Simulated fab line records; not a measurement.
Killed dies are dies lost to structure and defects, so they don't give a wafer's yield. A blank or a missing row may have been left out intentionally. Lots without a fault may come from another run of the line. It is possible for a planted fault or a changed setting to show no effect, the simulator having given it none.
Which of the tools did it? :: flow gf180mcu :: 39 wafers from 13 lots sampled at 4 of the route's 602 steps

## WHAT EACH GAUGE READ, for each wafer
GF_HV_LDD_CD_MEAS_07: the cd target is 400 nm. Usual: cd_nm reads 399.8 nm (standard deviation 2.1).
lot: L744
measured: day 9 21:50
on: cd_sem-02
cd_nm (nm): 399.9 403.0 402.1
flag: 

lot: L746
measured: day 10 16:31
on: cd_sem-02
cd_nm (nm): 396.5 396.9 399.5
flag: 

lot: L747
measured: day 10 21:11
on: cd_sem-01
cd_nm (nm): 401.2 401.2 403.1
flag: 

lot: L750
measured: day 11 18:01
on: cd_sem-02
cd_nm (nm): 401.6 401.9 403.2
flag: 

lot: L753
measured: day 12 21:13
on: cd_sem-01
cd_nm (nm): 379.7 377.5 378.0
flag: OFF

lot: L756
measured: day 13 18:40
on: cd_sem-02
cd_nm (nm): 382.6 382.2 380.7
flag: OFF

lot: L758
measured: day 14 10:16
on: cd_sem-01
cd_nm (nm): 398.3 401.4 400.6
flag: 

lot: L760
measured: day 14 22:07
on: cd_sem-01
cd_nm (nm): 398.9 402.5 402.1
flag: 

lot: L761
measured: day 15 05:59
on: cd_sem-01
cd_nm (nm): 399.4 399.3 399.5
flag: 

lot: L762
measured: day 15 12:38
on: cd_sem-01
cd_nm (nm): 396.3 394.9 395.6
flag: 

lot: L763
measured: day 15 19:32
on: cd_sem-01
cd_nm (nm): 399.6 402.3 398.2
flag: 

lot: L764
measured: day 16 05:32
on: cd_sem-02
cd_nm (nm): 399.9 401.7 400.7
flag: 

lot: L766
measured: day 16 18:17
on: cd_sem-02
cd_nm (nm): 396.7 401.0 396.9
flag: 

GF_HV_LDD_OVL_MEAS_08. Usual: HV_LDD_OVL gives -0.9 nm (standard deviation 1.4).
lot: L744
measured: day 9 21:56
on: overlay-01
HV_LDD_OVL (nm): -3.3 -2.6 -1.5
flag: 

lot: L746
measured: day 10 16:38
on: overlay-02
HV_LDD_OVL (nm): 1.0 1.6 2.3
flag: 

lot: L747
measured: day 10 21:17
on: overlay-02
HV_LDD_OVL (nm): -2.3 -1.4 -0.6
flag: 

lot: L750
measured: day 11 18:08
on: overlay-02
HV_LDD_OVL (nm): 1.6 -1.2 0.3
flag: 

lot: L753
measured: day 12 21:20
on: overlay-02
HV_LDD_OVL (nm): -0.7 -0.8 -3.3
flag: 

lot: L756
measured: day 13 18:47
on: overlay-02
HV_LDD_OVL (nm): -0.4 -2.8 -1.3
flag: 

lot: L758
measured: day 14 10:23
on: overlay-02
HV_LDD_OVL (nm): -1.7 0.1 -1.6
flag: 

lot: L760
measured: day 14 22:14
on: overlay-01
HV_LDD_OVL (nm): -1.5 -1.3 -1.4
flag: 

lot: L761
measured: day 15 06:05
on: overlay-01
HV_LDD_OVL (nm): -0.5 0.0 -0.4
flag: 

lot: L762
measured: day 15 12:44
on: overlay-01
HV_LDD_OVL (nm): -0.5 -1.9 -0.4
flag: 

lot: L763
measured: day 15 19:38
on: overlay-02
HV_LDD_OVL (nm): -2.4 -2.3 -2.1
flag: 

lot: L764
measured: day 16 05:38
on: overlay-02
HV_LDD_OVL (nm): -0.6 0.6 -1.5
flag: 

lot: L766
measured: day 16 18:23
on: overlay-02
HV_LDD_OVL (nm): -2.9 0.1 -1.5
flag: 

## EACH LOT AND THE TOOL THAT RAN IT (in order: tool; ch and the chambers of the sampled wafers; start)
lot: L744
GF_POLY_GATE_STRIP_14: plasma_asher-03 ch 0,1, day 9 02:38
GF_HV_LDD_DEVELOP_06: litho_track-03 ch 0, day 9 21:41

lot: L746
GF_POLY_GATE_STRIP_14: plasma_asher-01 ch 0,1, day 9 20:39
GF_HV_LDD_DEVELOP_06: litho_track-02 ch 0, day 10 16:22

lot: L747
GF_POLY_GATE_STRIP_14: plasma_asher-04 ch 0,1, day 10 01:41
GF_HV_LDD_DEVELOP_06: litho_track-04 ch 0, day 10 21:02

lot: L750
GF_POLY_GATE_STRIP_14: plasma_asher-04 ch 0,1, day 10 21:56
GF_HV_LDD_DEVELOP_06: litho_track-03 ch 0, day 11 17:52

lot: L753
GF_POLY_GATE_STRIP_14: plasma_asher-01 ch 0,1, day 11 18:20
GF_HV_LDD_DEVELOP_06: litho_track-02 ch 0, day 12 21:04

lot: L756
GF_POLY_GATE_STRIP_14: plasma_asher-04 ch 0,1, day 12 20:47
GF_HV_LDD_DEVELOP_06: litho_track-02 ch 0, day 13 18:31

lot: L758
GF_POLY_GATE_STRIP_14: plasma_asher-01 ch 0,1, day 13 11:53
GF_HV_LDD_DEVELOP_06: litho_track-03 ch 0, day 14 10:07

lot: L760
GF_POLY_GATE_STRIP_14: plasma_asher-01 ch 0,1, day 13 22:38
GF_HV_LDD_DEVELOP_06: litho_track-04 ch 0, day 14 21:58

lot: L761
GF_POLY_GATE_STRIP_14: plasma_asher-04 ch 0,1, day 14 05:41
GF_HV_LDD_DEVELOP_06: litho_track-03 ch 0, day 15 05:50

lot: L762
GF_POLY_GATE_STRIP_14: plasma_asher-04 ch 0,1, day 14 13:29
GF_HV_LDD_DEVELOP_06: litho_track-03 ch 0, day 15 12:29

lot: L763
GF_POLY_GATE_STRIP_14: plasma_asher-03 ch 0,1, day 14 20:02
GF_HV_LDD_DEVELOP_06: litho_track-04 ch 0, day 15 19:23

lot: L764
GF_POLY_GATE_STRIP_14: plasma_asher-03 ch 0,1, day 15 06:11
GF_HV_LDD_DEVELOP_06: litho_track-04 ch 0, day 16 05:23

lot: L766
GF_POLY_GATE_STRIP_14: plasma_asher-03 ch 0,1, day 15 17:26
GF_HV_LDD_DEVELOP_06: litho_track-03 ch 0, day 16 18:08
- GF_POLY_GATE_STRIP_14: strips in O2/N2.
- GF_HV_LDD_DEVELOP_06: develop time 60 s.

## WHAT THE TOOLS THEMSELVES READ (means of the sampled wafers that have a number; where no wafer has one, the mark that the record gives instead)
GF_POLY_GATE_STRIP_14. Usual: drypump_motor_current_A 5.6 A, standard deviation 0.34; heater_power_w 336 W, standard deviation 31; o2_flow_sccm 3001 sccm, standard deviation 8.6; oes_product_au 0.505 a.u., standard deviation 0.004; platen_temp_c 250.03 C, standard deviation 0.21.
lot: L744
tool: plasma_asher-03
drypump_motor_current_A (A): 5.6
heater_power_w (W): 354
o2_flow_sccm (sccm): 2999
oes_product_au (a.u.): 0.503
platen_temp_c (C): 249.88
flag: 

lot: L746
tool: plasma_asher-01
drypump_motor_current_A (A): 5.5
heater_power_w (W): 323
o2_flow_sccm (sccm): 2998
oes_product_au (a.u.): 0.507
platen_temp_c (C): 249.93
flag: 

lot: L747
tool: plasma_asher-04
drypump_motor_current_A (A): 5.9
heater_power_w (W): 348
o2_flow_sccm (sccm): 3014
oes_product_au (a.u.): 0.502
platen_temp_c (C): 250.02
flag: 

lot: L750
tool: plasma_asher-04
drypump_motor_current_A (A): 5.9
heater_power_w (W): 345
o2_flow_sccm (sccm): 2996
oes_product_au (a.u.): 0.505
platen_temp_c (C): 250.08
flag: 

lot: L753
tool: plasma_asher-01
drypump_motor_current_A (A): 5.3
heater_power_w (W): 311
o2_flow_sccm (sccm): 3001
oes_product_au (a.u.): 0.504
platen_temp_c (C): 249.86
flag: 

lot: L756
tool: plasma_asher-04
drypump_motor_current_A (A): 5.9
heater_power_w (W): 349
o2_flow_sccm (sccm): 3006
oes_product_au (a.u.): 0.509
platen_temp_c (C): 250.23
flag: 

lot: L758
tool: plasma_asher-01
drypump_motor_current_A (A): 5.3
heater_power_w (W): 308
o2_flow_sccm (sccm): 3012
oes_product_au (a.u.): 0.508
platen_temp_c (C): 249.84
flag: 

lot: L760
tool: plasma_asher-01
drypump_motor_current_A (A): 5.3
heater_power_w (W): 310
o2_flow_sccm (sccm): 2999
oes_product_au (a.u.): 0.503
platen_temp_c (C): 249.75
flag: 

lot: L761
tool: plasma_asher-04
drypump_motor_current_A (A): 5.9
heater_power_w (W): 343
o2_flow_sccm (sccm): 2990
oes_product_au (a.u.): 0.507
platen_temp_c (C): 250.18
flag: 

lot: L762
tool: plasma_asher-04
drypump_motor_current_A (A): 6.1
heater_power_w (W): 368
o2_flow_sccm (sccm): 3005
oes_product_au (a.u.): 0.505
platen_temp_c (C): 250.18
flag: 

lot: L763
tool: plasma_asher-03
drypump_motor_current_A (A): 5.6
heater_power_w (W): 361
o2_flow_sccm (sccm): 2998
oes_product_au (a.u.): 0.501
platen_temp_c (C): 249.91
flag: 

lot: L764
tool: plasma_asher-03
drypump_motor_current_A (A): 5.6
heater_power_w (W): 354
o2_flow_sccm (sccm): 3005
oes_product_au (a.u.): 0.504
platen_temp_c (C): 249.93
flag: 

lot: L766
tool: plasma_asher-03
drypump_motor_current_A (A): 5.4
heater_power_w (W): 329
o2_flow_sccm (sccm): 2986
oes_product_au (a.u.): 0.504
platen_temp_c (C): 250.21
flag: 

## THE ANSWER, worked out from the rows above alone
Rule: a lot counts as off when the mean over its wafers that have a number is more than 3 standard deviations away from the usual mean. A lot without any number at a reading at which 4 lots or more have one is off too. The other lots that the step has rows for count as sound. Order of review: gauges by route order, followed by the tools' own readings, for which a lot's mean as printed above is used. At the first step where some lot is off, the reading lying furthest off is the one used; lots without a number count as furthest.
Off: L753, L756, at GF_HV_LDD_CD_MEAS_07 (cd_nm).
If a tool, at a process step before that reading, ran all the lots that are off and no sound lot after the first of them, it fits. Gauges at GF_HV_LDD_CD_MEAS_07: tried the same way as those tools. One fits: GF_HV_LDD_DEVELOP_06 on litho_track-02. Its last sound lot is L746 (day 10 16:22), its first lot that is off L753 (day 12 21:04): a fault that began between those two fits.

## WHAT THE SIMULATOR HAD INSERTED
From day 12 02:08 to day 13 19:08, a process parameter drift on litho_track-02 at GF_HV_LDD_DEVELOP_06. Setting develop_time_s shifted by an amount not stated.
Lots struck among those shown: L753, L756. The rule given above showed the same thing.
